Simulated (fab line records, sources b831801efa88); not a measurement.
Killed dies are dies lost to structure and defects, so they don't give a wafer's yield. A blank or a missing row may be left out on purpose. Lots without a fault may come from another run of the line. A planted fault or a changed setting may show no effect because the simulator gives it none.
Which tool did it? | flow sky130 | 12 lots, 36 wafers sampled, at 2 steps of a route of 708

WHAT THE GAUGES READ, wafer by wafer
SKY_POLY_GATE_CD_MEAS_22. Usual: cd_nm 150 nm, standard deviation 3.2.
lot  | measured     | on        | cd_nm (nm)  | flag
L619 | day 16 04:52 | cd_sem-02 | 147 151 148 |
L621 | day 17 06:10 | cd_sem-01 | 151 144 144 |
L622 | day 17 10:20 | cd_sem-01 | 156 143 147 |
L627 | day 19 14:32 | cd_sem-02 | 150 150 153 |
L628 | day 19 20:54 | cd_sem-01 | 152 149 147 |
L629 | day 20 04:49 | cd_sem-01 | 153 153 153 |
L632 | day 21 10:59 | cd_sem-01 | 156 154 152 |
L636 | day 23 06:46 | cd_sem-01 | 144 152 150 |
L638 | day 23 11:54 | cd_sem-01 | 152 156 155 |
L640 | day 25 10:53 | cd_sem-01 | 150 148 148 |
L642 | day 25 09:11 | cd_sem-01 | 152 145 150 |
L641 | day 25 10:46 | cd_sem-02 | 147 153 151 |

WHICH TOOL RAN EACH LOT (tool, then ch and the chambers of the sampled wafers, then the start)
lot  | SKY_NWELL_STRIP_25
L619 | plasma_asher-02 ch 0,1, day 5 08:21
L621 | plasma_asher-03 ch 0,1, day 5 20:47
L622 | plasma_asher-03 ch 0,1, day 6 02:12
L627 | plasma_asher-02 ch 0,1, day 7 10:09
L628 | plasma_asher-03 ch 0,1, day 7 19:20
L629 | plasma_asher-02 ch 1, day 7 20:33
L632 | plasma_asher-02 ch 0,1, day 8 11:52
L636 | plasma_asher-02 ch 0,1, day 10 04:11
L638 | plasma_asher-02 ch 0,1, day 10 05:30
L640 | plasma_asher-02 ch 0,1, day 11 16:02
L642 | plasma_asher-01 ch 0,1, day 11 16:23
L641 | plasma_asher-03 ch 0,1, day 11 16:54
- SKY_NWELL_STRIP_25: strips in O2/N2.

WHAT THE TOOLS THEMSELVES READ (means of the sampled wafers that have a number; where no wafer has one, the mark that the record gives instead)
SKY_NWELL_STRIP_25. Usual: drypump_motor_current_A 5.76 A, standard deviation 0.29; oes_product_au 0.723 a.u., standard deviation 0.0043; strip_time_to_endpoint_s 36.92 s, standard deviation 0.1.
lot  | tool            | drypump_motor_current_A (A) | oes_product_au (a.u.) | strip_time_to_endpoint_s (s) | flag
L619 | plasma_asher-02 | 5.91                        | 0.724                 | 36.89                        |
L621 | plasma_asher-03 | 5.92                        | 0.720                 | 36.90                        |
L622 | plasma_asher-03 | 5.95                        | 0.725                 | 36.92                        |
L627 | plasma_asher-02 | 5.91                        | 0.722                 | 36.84                        |
L628 | plasma_asher-03 | 5.94                        | 0.722                 | 36.83                        |
L629 | plasma_asher-02 | 5.47                        | 0.719                 | 36.89                        |
L632 | plasma_asher-02 | 5.70                        | 0.726                 | 37.00                        |
L636 | plasma_asher-02 | 5.69                        | 0.720                 | 37.01                        |
L638 | plasma_asher-02 | 5.91                        | 0.722                 | 36.86                        |
L640 | plasma_asher-02 | 5.70                        | 0.721                 | 36.88                        |
L642 | plasma_asher-01 | 5.62                        | 0.721                 | 36.92                        |
L641 | plasma_asher-03 | 5.83                        | 0.725                 | 37.11                        |

THE ANSWER, worked out from the rows above alone
Rule: a lot is off if the mean of its wafers that have a number lies more than 3 standard deviations from the usual mean. A lot without any number at a reading at which 4 lots or more have one is off too. The other lots that the step has rows for count as sound. The gauges are gone through in route order, then the tools' own readings, and for those a lot's mean is taken as printed above. The first step at which some lot is off is used, and at that step the reading that is off furthest; a lot without a number counts as furthest.
No lot is off at any reading shown: from this, nothing can be told.

WHAT THE SIMULATOR HAD PUT IN
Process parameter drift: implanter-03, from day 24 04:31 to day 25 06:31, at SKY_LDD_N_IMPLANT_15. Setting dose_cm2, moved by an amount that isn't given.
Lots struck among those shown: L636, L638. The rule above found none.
